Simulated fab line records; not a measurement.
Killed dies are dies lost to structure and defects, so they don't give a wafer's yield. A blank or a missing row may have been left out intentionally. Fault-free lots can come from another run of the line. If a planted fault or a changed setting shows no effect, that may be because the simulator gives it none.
fab line records	flow sky130
record lots=14	wafers=42	last_day=50
route steps=708 shown GATE_OXIDE@201 POLY_GATE@218 LDD_N@248 LDD_P@266 PAD_OPEN@708
lots with no fault: from the same line, run without faults
start_h: hours from the record's first day to the start of the lot's first wafer shown	wait_h: time in hours since the lot's previous step	" same as the row above	L1.1+2: a single row standing in for several wafers	- no value, or no start given	* or withheld: withheld	< > ~ a bound
route shown NAME@n: names a module that has steps shown in the file, with the first one's number in the route	usual: the fault-free wafers' mean and standard deviation	same: alike in all rows	chamber/n: place in a boat	sites: the reading at each site	_std_site: standard deviation of those values	_edge_site: outer sites' mean less inner sites'	radius_mm: for every site, how far away it sits from the centre of the wafer	mask NAME#n: copy n	behind: the most recent tool/chamber to have shaped the wafer	hold: cause of the lot's hold/its duration in hours/its outcome	device: the n, p or np transistor that did not switch	end of line: tests of these same wafers at the route's end	where a step has no rows: the recipe by itself	killed: not the wafer's yield, but the dies lost to structure and defects at the first sort	map: a wafer's dies, marking killed ones x, the rest . and places with no die _
set.NAME: the run value of the setting; set.NAME@STEP: its run value at that earlier step	model.NAME: the simulator's own value behind a step, which no gauge read
a sample of lots followed through the steps of the route, with each step as a table and each wafer as a row
services: the hour from which a tool's chamber was out of use, counted from the record's first day as start_h (under 0 if before that day), plus the number of hours and why
## steps
# step SKY_GATE_OXIDE_TW_MEAS_14
# usual GATE_OXIDE_TW=224.7/1.1
lot.wafer	tool	chamber	start_h	wait_h	GATE_OXIDE_TW
L520.2	film_metro-02	-	311.76	0.1	225.1
L520.4	"	-	"	"	225.2
L520.5	"	-	"	"	224.8
L521.2	film_metro-04	-	320.71	0.1	225.1
L521.5	"	-	"	"	225.3
L521.6	"	-	"	"	225.1
L522.2	film_metro-02	-	321.01	0.1	225.0
L522.4	"	-	"	"	225.2
L522.5	"	-	"	"	223.8
L523.2	film_metro-02	-	329.44	0.1	223.7
L523.3	"	-	"	"	225.7
L523.5	"	-	"	"	226.8
L524.2	film_metro-04	-	342.23	0.1	222.7
L524.4	"	-	"	"	223.7
L524.6	"	-	"	"	222.9
L525.1	film_metro-04	-	343.57	0.1	223.1
L525.3	"	-	"	"	223.7
L525.6	"	-	"	"	223.7
L526.1	film_metro-02	-	354.78	0.1	225.3
L526.2	"	-	"	"	225.3
L526.5	"	-	"	"	224.7
L531.1	film_metro-03	-	412.27	0.1	224.0
L531.2	"	-	"	"	224.2
L531.6	"	-	"	"	223.4
L532.2	film_metro-02	-	422.38	0.1	226.9
L532.5	"	-	"	"	226.2
L532.6	"	-	"	"	226.7
L540.1	film_metro-04	-	479.19	0.1	223.6
L540.5	"	-	"	"	225.2
L540.6	"	-	"	"	222.7
L538.3	film_metro-03	-	479.54	0.1	225.0
L538.4	"	-	"	"	225.5
L538.5	"	-	"	"	224.4
L541.3	film_metro-04	-	492.76	0.1	223.7
L541.4	"	-	"	"	223.4
L541.5	"	-	"	"	222.6
L542.2	film_metro-04	-	501.63	0.1	224.2
L542.3	"	-	"	"	222.2
L542.4	"	-	"	"	223.5
L543.1	film_metro-02	-	501.92	0.1	225.7
L543.3	"	-	"	"	226.9
L543.5	"	-	"	"	225.0
# step SKY_POLY_GATE_THK_MEAS_04
# recipe reads=Si3N4_of_POLY_GATE_CVD_03
# usual POLY_GATE_CVD_03_THK=75.0/0.75
lot.wafer	tool	chamber	start_h	wait_h	POLY_GATE_CVD_03_THK[nm]
L520.2	film_metro-01	-	344.85	0.0	75.5
L520.4	"	-	"	"	75.2
L520.5	"	-	"	"	75.5
L521.2	film_metro-01	-	355.74	0.0	74.6
L521.5	"	-	"	"	75.1
L521.6	"	-	"	"	75.3
L522.2	film_metro-04	-	355.74	0.0	75.6
L522.4	"	-	"	"	75.6
L522.5	"	-	"	"	75.0
L523.2	film_metro-01	-	362.34	0.0	75.5
L523.3	"	-	"	"	75.7
L523.5	"	-	"	"	75.6
L524.2	film_metro-02	-	374.84	0.0	74.1
L524.4	"	-	"	"	73.7
L524.6	"	-	"	"	74.3
L525.1	film_metro-02	-	376.96	0.0	75.2
L525.3	"	-	"	"	75.6
L525.6	"	-	"	"	75.3
L526.1	film_metro-01	-	387.08	0.0	75.1
L526.2	"	-	"	"	75.5
L526.5	"	-	"	"	76.0
L531.1	film_metro-01	-	452.26	0.0	74.3
L531.2	"	-	"	"	73.9
L531.6	"	-	"	"	73.4
L532.2	film_metro-01	-	464.36	0.0	74.2
L532.5	"	-	"	"	74.5
L532.6	"	-	"	"	74.2
L540.1	film_metro-01	-	515.70	0.0	74.5
L540.5	"	-	"	"	74.3
L540.6	"	-	"	"	74.7
L538.3	film_metro-02	-	515.72	0.0	74.4
L538.4	"	-	"	"	74.6
L538.5	"	-	"	"	74.8
L541.3	film_metro-04	-	527.92	0.0	75.2
L541.4	"	-	"	"	75.5
L541.5	"	-	"	"	75.8
L542.2	film_metro-02	-	536.86	0.0	74.2
L542.3	"	-	"	"	74.0
L542.4	"	-	"	"	74.6
L543.1	film_metro-02	-	538.21	0.0	74.1
L543.3	"	-	"	"	74.8
L543.5	"	-	"	"	75.0
# step SKY_LDD_N_IMPLANT_11
# recipe species=As	energy_kev=20	dose_cm2=7.5e+13	tilt_deg=withheld	rotation_deg=293
# usual beam_energy_keV=20.000/0.0073	beam_on_s=10.01/0.2
lot.wafer	tool	chamber	start_h	wait_h	beam_energy_keV	beam_on_s
L520.2	implanter-02	0	408.66	0.1	20.005	10.01
L520.4	"	0	"	"	20.006	9.61
L520.5	"	0	"	"	20.001	9.94
L522.2	implanter-03	0	420.21	0.1	19.997	9.97
L522.4	"	0	"	"	19.993	10.02
L522.5	"	0	"	"	20.008	10.23
L521.2	implanter-02	0	420.29	0.1	20.001	10.24
L521.5	"	0	"	"	20.007	10.08
L521.6	"	0	"	"	19.996	9.77
L523.2	implanter-01	0	427.75	0.1	19.999	9.77
L523.3	"	0	"	"	19.998	9.90
L523.5	"	0	"	"	19.993	10.18
L524.2	implanter-03	0	440.67	0.1	19.999	10.19
L524.4	"	0	"	"	19.989	10.18
L524.6	"	0	"	"	20.002	10.04
L525.1	implanter-01	0	440.94	0.1	19.994	9.86
L525.3	"	0	"	"	19.992	9.65
L525.6	"	0	"	"	19.999	9.85
L526.1	implanter-03	0	455.36	0.1	20.001	9.95
L526.2	"	0	"	"	19.997	10.18
L526.5	"	0	"	"	20.001	10.13
L531.1	implanter-03	0	516.58	0.1	17.547	9.92
L531.2	"	0	"	"	17.548	9.98
L531.6	"	0	"	"	17.555	9.99
L532.2	implanter-03	0	527.44	0.1	17.550	9.53
L532.5	"	0	"	"	17.552	9.73
L532.6	"	0	"	"	17.554	10.10
L538.3	implanter-02	0	578.58	0.1	20.005	10.13
L538.4	"	0	"	"	19.997	9.84
L538.5	"	0	"	"	20.007	9.73
L540.1	implanter-01	0	578.59	0.1	20.018	10.02
L540.5	"	0	"	"	20.010	9.97
L540.6	"	0	"	"	20.011	10.30
L541.3	implanter-02	0	590.78	0.1	20.003	9.74
L541.4	"	0	"	"	19.991	9.84
L541.5	"	0	"	"	20.001	10.22
L542.2	implanter-03	0	598.42	0.1	19.995	10.35
L542.3	"	0	"	"	19.999	9.81
L542.4	"	0	"	"	20.003	9.98
L543.1	implanter-01	0	600.41	0.1	20.002	10.26
L543.3	"	0	"	"	20.007	10.49
L543.5	"	0	"	"	20.008	10.04
# step SKY_LDD_P_TW_MEAS_11
# usual LDD_P_TW=635.9/2.9
lot.wafer	tool	chamber	start_h	wait_h	LDD_P_TW
L520.2	film_metro-04	-	438.37	0.1	635.1
L520.4	"	-	"	"	634.6
L520.5	"	-	"	"	634.5
L522.2	film_metro-04	-	450.55	0.1	637.4
L522.4	"	-	"	"	634.4
L522.5	"	-	"	"	636.0
L521.2	film_metro-03	-	450.79	0.1	632.3
L521.5	"	-	"	"	629.2
L521.6	"	-	"	"	629.7
L523.2	film_metro-02	-	458.67	0.1	632.8
L523.3	"	-	"	"	636.2
L523.5	"	-	"	"	637.0
L524.2	film_metro-03	-	471.79	0.1	638.3
L524.4	"	-	"	"	641.1
L524.6	"	-	"	"	640.2
L525.1	film_metro-04	-	472.14	0.1	633.1
L525.3	"	-	"	"	636.3
L525.6	"	-	"	"	637.3
L526.1	film_metro-03	-	486.01	0.1	636.1
L526.2	"	-	"	"	635.7
L526.5	"	-	"	"	641.1
L531.1	film_metro-03	-	548.23	0.2	636.9
L531.2	"	-	"	"	637.0
L531.6	"	-	"	"	638.5
L532.2	film_metro-03	-	558.05	0.1	639.9
L532.5	"	-	"	"	640.0
L532.6	"	-	"	"	636.2
L538.3	film_metro-02	-	609.15	0.1	635.3
L538.4	"	-	"	"	636.5
L538.5	"	-	"	"	634.1
L540.1	film_metro-04	-	609.43	0.1	628.1
L540.5	"	-	"	"	635.1
L540.6	"	-	"	"	634.1
L541.3	film_metro-03	-	620.40	0.1	641.6
L541.4	"	-	"	"	639.9
L541.5	"	-	"	"	641.0
L542.2	film_metro-03	-	628.44	0.1	637.3
L542.3	"	-	"	"	636.1
L542.4	"	-	"	"	630.6
L543.1	film_metro-04	-	630.64	0.1	633.0
L543.3	"	-	"	"	635.8
L543.5	"	-	"	"	631.3
# step SKY_PAD_OPEN_PROBE_99
# usual killed_at_M0_to_M3=44/6.9	killed_at_M4_up=3.3/1.7	killed_at_contacts=24/4.7	killed_at_front_end=15/4.5	killed_at_other=0.2/0.49	killed_dies=86/8.4	killed_on_rim=17/4.2	killed_open=47/6.5	killed_short=39/6
# same gross_dies=492	killed_at_back_side=0
lot.wafer	tool	chamber	start_h	wait_h	killed_at_M0_to_M3	killed_at_M4_up	killed_at_contacts	killed_at_front_end	killed_at_other	killed_dies	killed_on_rim	killed_open	killed_short
L520.2	prober-01	-	1072.81	0.1	39	3	29	15	0	86	20	41	45
L520.4	prober-01	-	1072.91	0.2	40	4	25	22	0	91	12	54	37
L520.5	prober-01	-	1072.96	0.2	46	4	26	16	2	94	21	50	44
L522.2	prober-02	-	1080.72	0.1	47	1	21	15	1	85	17	42	43
L522.4	prober-02	-	1080.82	0.2	47	4	27	20	0	98	20	53	45
L522.5	prober-02	-	1080.87	0.2	45	3	23	20	0	91	15	48	43
L521.2	prober-01	-	1084.48	0.1	44	1	24	6	0	75	13	39	36
L521.5	prober-01	-	1084.63	0.2	55	4	22	13	0	94	23	57	37
L521.6	prober-01	-	1084.68	0.2	53	5	20	7	1	86	21	56	30
L523.2	prober-02	-	1090.85	0.1	41	4	24	13	0	82	14	44	38
L523.3	prober-02	-	1090.90	0.2	53	3	23	18	1	98	24	54	44
L523.5	prober-02	-	1091.00	0.2	42	5	20	15	0	82	16	45	37
L524.2	prober-01	-	1101.48	0.1	46	2	26	19	0	93	20	58	35
L524.4	prober-01	-	1101.58	0.2	47	2	21	13	0	83	13	53	30
L524.6	prober-01	-	1101.68	0.2	37	4	26	12	1	80	14	49	31
L525.1	prober-02	-	1101.68	0.1	31	6	23	14	0	74	10	36	38
L525.3	prober-02	-	1101.78	0.2	44	2	20	19	0	85	20	42	43
L525.6	prober-02	-	1101.93	0.2	36	5	27	10	0	78	10	48	30
L526.1	prober-01	-	1108.03	0.1	54	2	24	20	0	100	21	58	42
L526.2	prober-01	-	1108.08	0.1	41	2	24	12	0	79	19	48	31
L526.5	prober-01	-	1108.23	0.2	32	2	27	12	1	74	15	48	26
L531.1	prober-01	-	1147.46	0.1	46	3	19	11	0	79	14	41	38
L531.2	prober-01	-	1147.51	0.1	43	4	14	18	0	79	11	45	34
L531.6	prober-01	-	1147.71	0.2	46	5	24	13	0	88	18	52	36
L532.2	prober-02	-	1154.44	0.1	36	0	27	15	0	78	16	38	40
L532.5	prober-02	-	1154.59	0.2	37	2	27	15	0	81	14	48	33
L532.6	prober-02	-	1154.64	0.2	39	3	22	10	0	74	17	44	30
L538.3	prober-01	-	1186.03	0.2	34	4	26	21	0	85	14	55	30
L538.4	prober-01	-	1186.08	0.2	40	3	26	25	0	94	17	47	47
L538.5	prober-01	-	1186.13	0.2	44	3	21	18	0	86	8	40	46
L540.1	prober-02	-	1188.34	0.1	53	2	28	13	0	96	20	50	46
L540.5	prober-02	-	1188.54	0.2	36	1	25	18	0	80	11	44	36
L540.6	prober-02	-	1188.59	0.2	44	6	19	9	0	78	16	37	41
L541.3	prober-01	-	1192.16	0.2	37	3	23	18	0	81	18	40	41
L541.4	prober-01	-	1192.21	0.2	37	5	25	19	0	86	20	49	37
L541.5	prober-01	-	1192.26	0.2	36	4	22	21	1	84	13	44	40
L542.2	prober-02	-	1195.52	0.1	56	3	30	15	0	104	20	53	51
L542.3	prober-02	-	1195.57	0.2	37	7	19	15	0	78	17	41	37
L542.4	prober-02	-	1195.62	0.2	44	3	25	16	0	88	26	48	40
L543.1	prober-01	-	1196.88	0.1	58	6	20	17	0	101	23	47	54
L543.3	prober-01	-	1196.98	0.2	48	3	27	16	0	94	20	56	38
L543.5	prober-01	-	1197.08	0.2	33	5	13	16	0	67	12	36	31
# killed by level:class
L520.2 CONTACT:geometric_particle:open=15 METAL1:geometric_particle:short=9 VIA1:geometric_particle:open=7 METAL2:geometric_particle:short=6 FIELD_ISO:geometric_particle:short=5 SPACER:geometric_particle:short=4 LI_CONTACT:geometric_particle:short=4 LI_CONTACT:geometric_particle:open=4
L520.4 VIA3:geometric_particle:open=9 CONTACT:geometric_particle:open=8 FIELD_ISO:geometric_particle:open=7 VIA1:geometric_particle:open=7 METAL2:geometric_particle:short=7 FIELD_ISO:geometric_particle:short=6 CONTACT:geometric_particle:short=6 POLY_GATE:geometric_particle:open=5
L520.5 VIA1:geometric_particle:short=12 CONTACT:geometric_particle:open=10 VIA1:geometric_particle:open=9 VIA2:geometric_particle:open=7 FIELD_ISO:geometric_particle:open=6 FIELD_ISO:geometric_particle:short=6 LI_CONTACT:geometric_particle:open=6 CONTACT:geometric_particle:short=5
L522.2 METAL1:geometric_particle:short=8 VIA3:geometric_particle:open=8 LI_CONTACT:geometric_particle:open=6 METAL2:geometric_particle:short=6 VIA1:geometric_particle:open=6 LI_CONTACT:geometric_particle:short=5 VIA2:geometric_particle:open=5 POLY_GATE:geometric_particle:open=4
L522.4 LI_CONTACT:geometric_particle:open=10 FIELD_ISO:geometric_particle:short=9 CONTACT:geometric_particle:open=9 VIA1:geometric_particle:open=9 VIA2:geometric_particle:open=9 VIA3:geometric_particle:short=8 POLY_GATE:geometric_particle:short=5 LOCAL_INTERCONNECT:geometric_particle:short=5
L522.5 VIA2:geometric_particle:open=10 METAL1:geometric_particle:short=9 VIA1:geometric_particle:open=8 POLY_GATE:geometric_particle:short=7 CONTACT:geometric_particle:open=6 FIELD_ISO:geometric_particle:short=4 LI_CONTACT:geometric_particle:open=4 LOCAL_INTERCONNECT:geometric_particle:short=4
L521.2 VIA1:geometric_particle:open=9 VIA2:geometric_particle:open=8 CONTACT:geometric_particle:short=7 CONTACT:geometric_particle:open=7 VIA3:geometric_particle:open=7 METAL3:geometric_particle:short=6 LI_CONTACT:geometric_particle:open=4 LOCAL_INTERCONNECT:geometric_particle:short=4
L521.5 VIA1:geometric_particle:open=19 CONTACT:geometric_particle:open=10 VIA2:geometric_particle:open=8 LI_CONTACT:geometric_particle:open=7 METAL2:geometric_particle:short=6 VIA3:geometric_particle:open=5 FIELD_ISO:geometric_particle:open=4 POLY_GATE:geometric_particle:short=4
L521.6 VIA1:geometric_particle:open=15 VIA2:geometric_particle:open=9 CONTACT:geometric_particle:open=9 LI_CONTACT:geometric_particle:open=5 VIA3:geometric_particle:open=5 METAL1:geometric_particle:short=4 METAL2:geometric_particle:short=4 SPACER:geometric_particle:short=3
L523.2 VIA1:geometric_particle:open=15 CONTACT:geometric_particle:open=7 LOCAL_INTERCONNECT:geometric_particle:short=5 METAL2:geometric_particle:short=5 FIELD_ISO:geometric_particle:open=4 FIELD_ISO:geometric_particle:short=4 CONTACT:geometric_particle:short=4 VIA3:geometric_particle:open=4
L523.3 VIA1:geometric_particle:open=13 CONTACT:geometric_particle:open=10 VIA2:geometric_particle:open=10 VIA3:geometric_particle:open=7 METAL2:geometric_particle:short=7 CONTACT:geometric_particle:short=6 POLY_GATE:geometric_particle:short=5 SPACER:geometric_particle:short=5
L523.5 CONTACT:geometric_particle:open=12 VIA2:geometric_particle:open=8 VIA1:geometric_particle:short=7 VIA1:geometric_particle:open=6 POLY_GATE:geometric_particle:short=5 METAL2:geometric_particle:short=5 FIELD_ISO:geometric_particle:open=4 METAL1:geometric_particle:short=4
L524.2 VIA1:geometric_particle:open=15 CONTACT:geometric_particle:open=9 VIA2:geometric_particle:open=8 VIA3:geometric_particle:open=7 LI_CONTACT:geometric_particle:open=6 CONTACT:geometric_particle:short=6 METAL2:geometric_particle:short=6 FIELD_ISO:geometric_particle:open=5
L524.4 VIA1:geometric_particle:open=13 CONTACT:geometric_particle:open=11 VIA3:geometric_particle:open=8 METAL2:geometric_particle:short=5 FIELD_ISO:geometric_particle:open=4 LOCAL_INTERCONNECT:geometric_particle:open=4 VIA1:geometric_particle:short=4 VIA2:geometric_particle:open=4
L524.6 CONTACT:geometric_particle:open=11 VIA2:geometric_particle:open=8 FIELD_ISO:geometric_particle:open=6 LI_CONTACT:geometric_particle:open=6 VIA1:geometric_particle:open=6 METAL4:geometric_particle:short=4 LI_CONTACT:geometric_particle:short=4 CONTACT:geometric_particle:short=4
L525.1 LI_CONTACT:geometric_particle:open=7 CONTACT:geometric_particle:open=7 VIA1:geometric_particle:short=6 VIA1:geometric_particle:open=5 FIELD_ISO:geometric_particle:short=4 METAL1:geometric_particle:short=4 LOCAL_INTERCONNECT:geometric_particle:short=4 VIA2:geometric_particle:short=4
L525.3 CONTACT:geometric_particle:open=7 VIA3:geometric_particle:open=7 METAL1:geometric_particle:short=6 VIA1:geometric_particle:open=6 VIA2:geometric_particle:open=6 POLY_GATE:geometric_particle:short=5 LI_CONTACT:geometric_particle:short=5 METAL2:geometric_particle:short=5
L525.6 LI_CONTACT:geometric_particle:open=9 VIA2:geometric_particle:open=9 CONTACT:geometric_particle:open=8 VIA3:geometric_particle:open=7 LOCAL_INTERCONNECT:geometric_particle:short=5 VIA1:geometric_particle:short=4 VIA1:geometric_particle:open=4 METAL3:geometric_particle:short=4
L526.1 VIA1:geometric_particle:open=19 LI_CONTACT:geometric_particle:open=8 VIA2:geometric_particle:open=8 CONTACT:geometric_particle:open=7 FIELD_ISO:geometric_particle:open=6 FIELD_ISO:geometric_particle:short=6 VIA3:geometric_particle:open=5 VIA1:geometric_particle:short=5
L526.2 CONTACT:geometric_particle:open=12 VIA1:geometric_particle:open=11 VIA1:geometric_particle:short=8 VIA3:geometric_particle:open=8 CONTACT:geometric_particle:short=6 LI_CONTACT:geometric_particle:open=4 VIA2:geometric_particle:open=4 FIELD_ISO:geometric_particle:open=3
L526.5 CONTACT:geometric_particle:open=11 LI_CONTACT:geometric_particle:open=8 VIA1:geometric_particle:open=7 VIA2:geometric_particle:open=6 VIA1:geometric_particle:short=5 VIA3:geometric_particle:open=5 FIELD_ISO:geometric_particle:short=4 POLY_GATE:geometric_particle:open=3
L531.1 VIA1:geometric_particle:open=11 VIA2:geometric_particle:open=6 METAL2:geometric_particle:short=6 VIA3:geometric_particle:open=6 LI_CONTACT:geometric_particle:open=4 CONTACT:geometric_particle:short=4 CONTACT:geometric_particle:open=4 VIA1:geometric_particle:short=4
L531.2 VIA1:geometric_particle:open=12 VIA3:geometric_particle:open=8 FIELD_ISO:geometric_particle:open=5 FIELD_ISO:geometric_particle:short=5 METAL2:geometric_particle:short=5 LI_CONTACT:geometric_particle:open=4 CONTACT:geometric_particle:open=4 POLY_GATE:geometric_particle:open=3
L531.6 LI_CONTACT:geometric_particle:open=10 VIA2:geometric_particle:open=9 VIA1:geometric_particle:open=8 CONTACT:geometric_particle:open=8 METAL2:geometric_particle:short=7 VIA3:geometric_particle:open=6 METAL1:geometric_particle:short=5 CONTACT:geometric_particle:short=5
L532.2 CONTACT:geometric_particle:open=9 VIA1:geometric_particle:open=8 CONTACT:geometric_particle:short=7 POLY_GATE:geometric_particle:short=6 VIA1:geometric_particle:short=6 VIA3:geometric_particle:open=6 LI_CONTACT:geometric_particle:open=5 VIA2:geometric_particle:open=5
L532.5 CONTACT:geometric_particle:open=9 VIA3:geometric_particle:open=8 VIA2:geometric_particle:open=8 LOCAL_INTERCONNECT:geometric_particle:short=7 FIELD_ISO:geometric_particle:open=6 LI_CONTACT:geometric_particle:open=6 VIA1:geometric_particle:open=5 METAL3:geometric_particle:short=5
L532.6 LI_CONTACT:geometric_particle:open=11 VIA1:geometric_particle:open=10 VIA2:geometric_particle:open=6 VIA3:geometric_particle:open=5 CONTACT:geometric_particle:open=4 METAL1:geometric_particle:short=4 VIA1:geometric_particle:short=4 POLY_GATE:geometric_particle:short=3
L538.3 CONTACT:geometric_particle:open=13 VIA1:geometric_particle:open=11 LI_CONTACT:geometric_particle:open=7 VIA2:geometric_particle:open=7 FIELD_ISO:geometric_particle:short=5 VIA1:geometric_particle:short=5 FIELD_ISO:geometric_particle:open=4 VIA3:geometric_particle:open=4
L538.4 CONTACT:geometric_particle:open=8 VIA1:geometric_particle:open=8 POLY_GATE:geometric_particle:short=7 LI_CONTACT:geometric_particle:open=6 VIA1:geometric_particle:short=6 FIELD_ISO:geometric_particle:short=5 LOCAL_INTERCONNECT:geometric_particle:short=5 POLY_GATE:geometric_particle:open=5
L538.5 METAL1:geometric_particle:short=7 LI_CONTACT:geometric_particle:short=6 VIA1:geometric_particle:open=6 VIA3:geometric_particle:open=6 CONTACT:geometric_particle:short=5 FIELD_ISO:geometric_particle:open=4 CONTACT:geometric_particle:open=4 POLY_GATE:geometric_particle:short=4
L540.1 VIA1:geometric_particle:open=14 CONTACT:geometric_particle:open=9 VIA3:geometric_particle:open=8 CONTACT:geometric_particle:short=7 LI_CONTACT:geometric_particle:open=6 METAL2:geometric_particle:short=6 VIA1:geometric_particle:short=6 VIA3:geometric_particle:short=6
L540.5 CONTACT:geometric_particle:open=10 LI_CONTACT:geometric_particle:open=7 VIA1:geometric_particle:open=7 FIELD_ISO:geometric_particle:open=6 METAL1:geometric_particle:short=5 CONTACT:geometric_particle:short=4 VIA1:geometric_particle:short=4 METAL2:geometric_particle:short=4
L540.6 VIA2:geometric_particle:open=10 METAL1:geometric_particle:short=10 METAL2:geometric_particle:short=7 LOCAL_INTERCONNECT:geometric_particle:short=5 CONTACT:geometric_particle:open=5 LI_CONTACT:geometric_particle:open=4 CONTACT:geometric_particle:short=4 VIA1:geometric_particle:open=4
L541.3 CONTACT:geometric_particle:open=12 VIA2:geometric_particle:short=7 VIA1:geometric_particle:open=5 METAL2:geometric_particle:short=5 VIA2:geometric_particle:open=5 POLY_GATE:geometric_particle:open=4 LI_CONTACT:geometric_particle:open=4 CONTACT:geometric_particle:short=4
L541.4 CONTACT:geometric_particle:open=10 VIA1:geometric_particle:open=8 FIELD_ISO:geometric_particle:short=7 VIA2:geometric_particle:open=7 VIA3:geometric_particle:open=6 FIELD_ISO:geometric_particle:open=5 VIA3:geometric_particle:short=5 LI_CONTACT:geometric_particle:open=5
L541.5 VIA1:geometric_particle:open=11 LI_CONTACT:geometric_particle:open=7 POLY_GATE:geometric_particle:open=6 CONTACT:geometric_particle:open=6 VIA2:geometric_particle:open=6 FIELD_ISO:geometric_particle:short=4 POLY_GATE:geometric_particle:short=4 CONTACT:geometric_particle:short=4
L542.2 VIA1:geometric_particle:open=15 CONTACT:geometric_particle:open=11 METAL1:geometric_particle:short=8 FIELD_ISO:geometric_particle:short=7 LI_CONTACT:geometric_particle:open=7 VIA3:geometric_particle:open=7 VIA1:geometric_particle:short=6 CONTACT:geometric_particle:short=5
L542.3 CONTACT:geometric_particle:open=11 METAL1:geometric_particle:short=7 VIA1:geometric_particle:open=7 POLY_GATE:geometric_particle:short=6 VIA3:geometric_particle:short=6 METAL4:geometric_particle:short=6 LI_CONTACT:geometric_particle:open=5 VIA3:geometric_particle:open=5
L542.4 LI_CONTACT:geometric_particle:open=9 CONTACT:geometric_particle:open=9 VIA1:geometric_particle:open=8 VIA1:geometric_particle:short=7 FIELD_ISO:geometric_particle:open=5 METAL1:geometric_particle:short=5 VIA3:geometric_particle:open=5 VIA3:geometric_particle:short=5
L543.1 VIA1:geometric_particle:open=13 VIA1:geometric_particle:short=10 VIA3:geometric_particle:open=9 LI_CONTACT:geometric_particle:open=7 CONTACT:geometric_particle:short=6 METAL4:geometric_particle:short=6 POLY_GATE:geometric_particle:open=5 METAL1:geometric_particle:short=5
L543.3 VIA1:geometric_particle:open=19 CONTACT:geometric_particle:open=12 METAL1:geometric_particle:short=8 CONTACT:geometric_particle:short=6 FIELD_ISO:geometric_particle:open=5 LI_CONTACT:geometric_particle:open=5 VIA1:geometric_particle:short=4 VIA2:geometric_particle:open=4
L543.5 VIA2:geometric_particle:open=8 VIA1:geometric_particle:open=8 FIELD_ISO:geometric_particle:short=6 METAL2:geometric_particle:short=5 LI_CONTACT:geometric_particle:open=5 METAL1:geometric_particle:short=5 POLY_GATE:geometric_particle:open=4 CONTACT:geometric_particle:open=4
## services
tool	chamber	start_h	hours	kind
implanter-01	-	420.95	5.8	repair
implanter-01	-	441.82	2.0	repair
implanter-01	-	554.71	3.0	repair
## key
first_sign step=SKY_LDD_N_IMPLANT_11	reading=beam_energy_keV	direction=down	sigmas=99+	usual=*	struck=*
effect none on later readings
met_at SKY_LDD_N_IMPLANT_11
struck_lots L531,L532
tester_left_out L531,L532
not_acting_at SKY_GATE_OXIDE_TW_MEAS_14,SKY_POLY_GATE_THK_MEAS_04,SKY_LDD_P_TW_MEAS_11
onset_between 455.36 516.58
fault kind=process_parameter_drift	tool=implanter-03	chamber=-	onset_h=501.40	steps=SKY_LDD_N_IMPLANT_11	channel=energy_kev	offset=*	shape=step	end_h=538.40	acts_in=*	stated=*
# tester_left_out: of these lots the tester's yield and bins aren't shown, on N5 and GAA mostly nor the transistor test; their killed dies are dies lost to structure and defects alone, not to doping, threshold or leakage, so they don't give the yield
